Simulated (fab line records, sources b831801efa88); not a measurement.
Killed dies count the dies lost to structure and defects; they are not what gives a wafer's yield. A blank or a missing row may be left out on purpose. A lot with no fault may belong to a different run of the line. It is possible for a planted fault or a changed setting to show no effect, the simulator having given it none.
Which tool did it? ; flow gf180mcu ; 36 wafers from 12 lots sampled at 2 of the route's 602 steps

WHAT THE GAUGES READ, wafer by wafer
GF_M2_CD_MEAS_14 targets a cd of 280 nm.
lot;measured;on;cd-nm (nm)
L075;day 19 08:24;cd-sem-01;279.2 279.3 280.1
L077;day 20 02:51;cd-sem-02;279.8 278.9 280.5
L079;day 21 05:23;cd-sem-01;279.9 279.6 278.6
L081;day 21 22:03;cd-sem-01;280.3 280.1 278.8
L083;day 22 17:58;cd-sem-02;279.0 278.6 278.5
L085;day 23 03:57;cd-sem-02;278.9 278.6 279.4
L087;day 24 03:09;cd-sem-02;278.8 279.5 279.3
L089;day 24 20:05;cd-sem-01;281.0 280.8 280.4
L091;day 25 02:32;cd-sem-01;280.5 280.7 281.1
L093;day 25 14:07;cd-sem-02;282.1 280.9 280.7
L095;day 26 04:30;cd-sem-02;279.1 279.3 279.1
L097;day 27 05:04;cd-sem-01;279.1 277.4 277.4

EACH LOT AND THE TOOL THAT RAN IT (in order: tool; ch and the chambers of the sampled wafers; start)
lot;GF_M2_SPUTTER_02
L075;pvd-sputter-01, day 18 08:20
L077;pvd-sputter-01, day 19 02:39
L079;pvd-sputter-04, day 20 05:39
L081;pvd-sputter-01, day 20 22:17
L083;pvd-sputter-01, day 21 18:30
L085;pvd-sputter-01, day 22 05:16
L087;pvd-sputter-01, day 23 04:40
L089;pvd-sputter-01, day 23 21:43
L091;pvd-sputter-04, day 24 04:32
L093;pvd-sputter-04, day 24 16:47
L095;pvd-sputter-04, day 25 07:50
L097;pvd-sputter-04, day 26 08:21
- GF_M2_SPUTTER_02: material AlCu, target thk 450 nm, time 23.9 s.

THE ANSWER, worked out from the rows above alone
Rule: the lots themselves supply what counts as usual. Put in order of their means at a reading, lots are off if they are a third of the lots or fewer, leave a main group of 4 or more, and stand apart from it by a gap of 3 or more times the standard deviation of the main group's means; of several such gaps the widest counts. Not used: any main group whose means are identical at the precision the tables above print for the reading. Also off: a lot with no number at a reading for which 4 or more lots have one. The other lots that the step has rows for count as sound.
None of the lots is off at any reading shown; this tells nothing.

WHAT THE SIMULATOR HAD INSERTED
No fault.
